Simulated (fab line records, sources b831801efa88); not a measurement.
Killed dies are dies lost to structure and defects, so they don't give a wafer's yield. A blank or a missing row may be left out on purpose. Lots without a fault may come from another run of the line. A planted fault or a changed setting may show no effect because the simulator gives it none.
A struck lot beside a sound one | flow gf180mcu | 34 steps out of a route of 602
Sound: wafers L835.1, L835.3, L835.4. Struck: wafers L849.1, L849.2, L849.3. The cause comes at the end.
At each step with rows: each side's tool, then ch and its chambers, then its first start. Under that, the readings that differ: sound wafers | struck wafers | difference of the means | sigmas: that difference in standard deviations of wafers without a fault.
alike: readings whose means differ by less than 2 such deviations, and words and numbers that are the same on both sides. not compared: withheld readings, readings that some wafer has no value for, bounds like >300 that may hide the same value, and numbers for which the record gives no deviation and whose values overlap.
The two part at a step that has a row with sigmas, a row that says differs or no value, or rows on one side only. Numbers that don't overlap but have no deviation are shown without sigmas and don't part them. A reading that every wafer of one side lacks parts them only if that side has two wafers or more.

first, 10 steps without rows for these wafers: GF_V1_ETCH_17 (etches SiO2 in C4F8/O2/Ar, stops on TiN, target depth 630 nm); GF_V1_STRIP_18 (strips in O2/N2); GF_V1_STRIP_19 (strips in post etch residue remover, time 1200 s); GF_V1_CLEAN_20 (cleans in DIW); GF_V1_SPUTTER_21 (material Ti, target thk 15 nm, time 80.02 s); GF_V1_SPUTTER_22 (material TiN, target thk 10 nm, time 40 s); GF_V1_CVD_23 (deposits W, target thk 350 nm, time 105.05 s); GF_V1_CMP_26 (polishes, stops on SiO2, t overpolish 15 s, target thk 0 nm); GF_M2_SPUTTER_00 (material Ti, target thk 37.5 nm, time 150 s); GF_M2_SPUTTER_01 (material TiN, target thk 30 nm, time 25 s).
GF_M2_SPUTTER_02: material AlCu, target thk 450 nm, time 23.9 s.
  sound on pvd_sputter-02, day 19 05:00; struck on pvd_sputter-03, day 24 01:25
  alike: throttle_valve_pct
then, 22 steps without rows for these wafers: GF_M2_SPUTTER_03 (material Ti, target thk 10 nm, time 6.7 s); GF_M2_SPUTTER_04 (material TiN, target thk 50 nm, time 40.58 s); GF_M2_DEHYDRATE_07 (time 60 s); GF_M2_HMDS_08 (prime time 60 s); GF_M2_COAT_09 (resist thk 1000 nm); GF_M2_SOFTBAKE_10 (time 60 s); GF_M2_EXPOSE_11 (exposes mask Metal2, target cd 280 nm); GF_M2_PEB_12 (peb time 90 s); GF_M2_DEVELOP_13 (develop time 60 s); GF_M2_METAL_ETCH_16 (etches the open film in Cl2/BCl3, stops on SiO2, target depth 750.8 nm, time 125.1 s); GF_M2_STRIP_17 (strips in O2/N2); GF_M2_STRIP_18 (strips in post etch residue remover, time 1200 s); GF_M2_CLEAN_19 (cleans in DIW); GF_V2_CVD_00 (deposits SiO2, target thk 600 nm, time 100 s); GF_V2_CVD_02 (deposits SiO2 from TEOS, target thk 850 nm, time 94.851 s); GF_V2_CMP_04 (polishes SiO2); GF_V2_DEHYDRATE_06 (time 60 s); GF_V2_HMDS_07 (prime time 60 s); GF_V2_COAT_08; GF_V2_COAT_09 (resist thk 1000 nm); GF_V2_SOFTBAKE_10 (time 60 s); GF_V2_EXPOSE_11 (exposes mask Via2, target cd 260 nm).
-- the record jumps here: 9 days lie between the struck wafers' starts before and after (it left off in module V2 and takes up again in module PASSIVATION, whose first step shown is number 602 of the route) --
GF_PASSIVATION_PROBE_99:
  the record has rows for the struck wafers here (prober-02, day 33 10:55) and none for the sound ones

WHERE THEY PART
Only at GF_PASSIVATION_PROBE_99, within this record.

WHY: what the simulator had put in
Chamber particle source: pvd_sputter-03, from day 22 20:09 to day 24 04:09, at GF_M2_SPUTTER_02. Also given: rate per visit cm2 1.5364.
